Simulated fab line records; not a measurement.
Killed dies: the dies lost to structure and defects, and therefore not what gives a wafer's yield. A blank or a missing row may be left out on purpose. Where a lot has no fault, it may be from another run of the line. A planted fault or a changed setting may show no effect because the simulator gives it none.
What tool caused it? -- flow gf180mcu -- 8 lots with 24 wafers sampled at 4 steps, on a route of 602 steps

## WHAT THE GAUGES SHOWED, per wafer
GF_LVPWELL_TW_MEAS_11.
lot,measured,on,LVPWELL_TW
L319,day 4 01:02,film metro-01,549 553 553
L320,day 4 06:07,film metro-01,551 554 554
L321,day 4 12:29,film metro-04,547 549 548
L322,day 4 18:49,film metro-02,562 562 562
L323,day 4 21:29,film metro-02,686 685 685
L324,day 5 01:34,film metro-01,675 676 675
L325,day 5 09:47,film metro-02,687 689 686
L326,day 5 15:20,film metro-02,684 686 686

GF_VT_IMPLANT_TW_MEAS_21.
lot,measured,on,VT_IMPLANT_2_TW
L319,day 6 12:13,film metro-04,1200 1194 1200
L320,day 6 17:37,film metro-04,1199 1204 1202
L321,day 7 01:05,film metro-03,1229 1229 1236
L322,day 7 07:44,film metro-01,1204 1208 1212
L323,day 7 11:37,film metro-01,1209 1205 1204
L324,day 7 14:28,film metro-03,1233 1228 1230
L325,day 8 03:13,film metro-03,1232 1232 1224
L326,day 8 06:40,film metro-03,1224 1224 1224

GF_VT_IMPLANT_RS_MEAS_48: measures by four-point-probe.
lot,measured,on,LVPWELL_RS (ohm/sq)
L319,day 7 21:20,film metro-04,1198.7 1197.6 1198.7
L320,day 8 02:19,film metro-02,1187.2 1190.7 1191.0
L321,day 8 11:14,film metro-01,1199.8 1196.6 1197.3
L322,day 8 17:20,film metro-04,1197.3 1197.9 1196.7
L323,day 8 20:44,film metro-02,1168.0 1169.0 1168.8
L324,day 9 00:47,film metro-02,1176.8 1175.0 1178.6
L325,day 9 14:17,film metro-02,1170.5 1171.2 1170.4
L326,day 9 17:19,film metro-02,1171.8 1174.7 1173.9

## WHICH TOOL RAN EACH LOT (tool, then ch and the chambers of the sampled wafers, then the start)
lot,GF_LVPWELL_IMPLANT_09
L319,"implanter-02 ch 0, day 4 00:48"
L320,"implanter-03 ch 0, day 4 05:52"
L321,"implanter-04 ch 0, day 4 12:16"
L322,"implanter-04 ch 0, day 4 18:34"
L323,"implanter-02 ch 0, day 4 21:15"
L324,"implanter-04 ch 0, day 5 01:19"
L325,"implanter-02 ch 0, day 5 09:34"
L326,"implanter-04 ch 0, day 5 15:05"
- GF_LVPWELL_IMPLANT_09

## AS READ BY THE TOOLS THEMSELVES (means over the sampled wafers that have a number; for cases with no such wafer, the mark the record gives instead)
The record holds no such reading with a usual standard deviation.

## THE ANSWER, worked out from the rows above alone
Rule: usual is defined by the lots themselves. Put in order of their means at a reading, lots are off if they are a third of the lots or fewer, leave a main group of 4 or more, and stand apart from it by a gap of 3 or more times the standard deviation of the main group's means; of several such gaps the widest counts. A main group whose means are all the same, to the digits that the tables above print for the reading, isn't used. A lot without any number at a reading at which 4 lots or more have one is off too. Where the step has rows for the other lots, those lots are counted as sound. After the gauges, taken in route order, come the tools' own readings; for these a lot's mean is taken, as printed above. The first step at which some lot is off is used, and at that step the reading that is off furthest; a lot without a number counts as furthest.
Nothing can be told from this: no lot is off at any reading shown.

## WHAT THE SIMULATOR HAD INSERTED
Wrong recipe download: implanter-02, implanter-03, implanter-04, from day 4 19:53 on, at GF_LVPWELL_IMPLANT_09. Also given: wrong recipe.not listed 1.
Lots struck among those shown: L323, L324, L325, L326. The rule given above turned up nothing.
